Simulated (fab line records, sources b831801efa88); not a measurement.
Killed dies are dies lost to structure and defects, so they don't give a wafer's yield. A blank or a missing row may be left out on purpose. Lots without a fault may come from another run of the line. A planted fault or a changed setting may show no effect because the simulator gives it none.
Split-lot experiment | flow gf180mcu | 5 lots, 23 wafers read, on a route of 602 steps

THE SPLIT
At GF_POLY_GATE_COAT_05 (resist thk 700 nm), the setting resist_thk_nm was moved away from the recipe's 700 nm on 8 of the 23 wafers read, by -2.0% to +4.5%. The other wafers ran this setting at the recipe's value.

The reading is taken at the split's own step.

THE READING
KrF_of_POLY_GATE_COAT_05.thk_nm (the simulator's own value, which no gauge read), in nm, at GF_POLY_GATE_COAT_05 (resist thk 700 nm). The file gives no usual value for it. The 15 wafers here that ran the recipe average 701.2 nm, standard deviation 1.9 nm.

wafer  | tool, chamber at the split | resist_thk_nm as run, nm | against the recipe | KrF_of_POLY_GATE_COAT_05.thk_nm, nm | against lot-mates on the recipe
L074.1 | litho_track-03, 0          | 717.5                    | +2.5%              | 722.4                               | +17.3
L074.3 | litho_track-03, 0          | 717.5                    | +2.5%              | 721.1                               | +16.0
L074.4 | litho_track-03, 0          | 717.5                    | +2.5%              | 721.7                               | +16.6
L074.5 | litho_track-03, 0          | 700                      | recipe             | 704.6                               | -
L074.6 | litho_track-03, 0          | 700                      | recipe             | 705.6                               | -
L076.1 | litho_track-03, 0          | 686.3                    | -2.0%              | 687                                 | -13.3
L076.2 | litho_track-03, 0          | 686.3                    | -2.0%              | 687.1                               | -13.2
L076.3 | litho_track-03, 0          | 700                      | recipe             | 701.3                               | -
L076.5 | litho_track-03, 0          | 700                      | recipe             | 699.3                               | -
L076.6 | litho_track-03, 0          | 686.3                    | -2.0%              | 687.3                               | -13.0
L078.1 | litho_track-02, 0          | 731.3                    | +4.5%              | 734.3                               | +32.1
L078.2 | litho_track-02, 0          | 700                      | recipe             | 701.4                               | -
L078.3 | litho_track-02, 0          | 700                      | recipe             | 703.4                               | -
L078.4 | litho_track-02, 0          | 700                      | recipe             | 701.9                               | -
L078.5 | litho_track-02, 0          | 731.3                    | +4.5%              | 733.7                               | +31.5
L079.1 | litho_track-02, 0          | 700                      | recipe             | 700                                 | -
L079.4 | litho_track-02, 0          | 700                      | recipe             | 700.6                               | -
L079.6 | litho_track-02, 0          | 700                      | recipe             | 700.8                               | -
L085.1 | litho_track-03, 0          | 700                      | recipe             | 700.4                               | -
L085.2 | litho_track-03, 0          | 700                      | recipe             | 698.9                               | -
L085.3 | litho_track-03, 0          | 700                      | recipe             | 699.9                               | -
L085.4 | litho_track-03, 0          | 700                      | recipe             | 700.7                               | -
L085.6 | litho_track-03, 0          | 700                      | recipe             | 699.4                               | -

THE FIT
A straight line over all 23 wafers: KrF_of_POLY_GATE_COAT_05.thk_nm changes by +7.51 nm for each +1% of resist_thk_nm; r = +0.99; the points scatter about the line by 1.7 nm.
The same after taking each lot's own level away (the mean of its wafers on the recipe; 23 wafers): +6.92 nm for each +1%; r = +1.00; scatter 0.73 nm.
On that fit, the largest move of resist_thk_nm shifts the reading by 31 nm.
The lots' own levels span 699.86 to 705.10 nm, that is 2.8 times the standard deviation above.
So the lot-to-lot level changes the slope little: the two slopes agree.
Check: with one of the wafers moved furthest among these (+4.5%) left out of the fit, the line predicts +30.5 nm for it against its lot-mates. It came out at +32.1 nm against them.

OTHER SPLITS ON THESE WAFERS
These wafers also went through other splits before the reading. Each is held against what the fit with the lots' levels taken away leaves over:
other split on the same wafers      | wafers away from the commonest value | r with KrF_of_POLY_GATE_COAT_05.thk_nm (lot level and that fit taken away)
GF_NWELL_COAT_02 spin_rpm           | 6                                    | +0.02
GF_MVPSD_STRIP_10 pressure_mtorr    | 15                                   | +0.07
GF_VT_IMPLANT_IMPLANT_41 energy_kev | 6                                    | -0.06

THE FILE'S OWN FIT
KrF_of_POLY_GATE_COAT_05.thk_nm changes by +6.97 nm for each +1% of resist_thk_nm, r = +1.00.
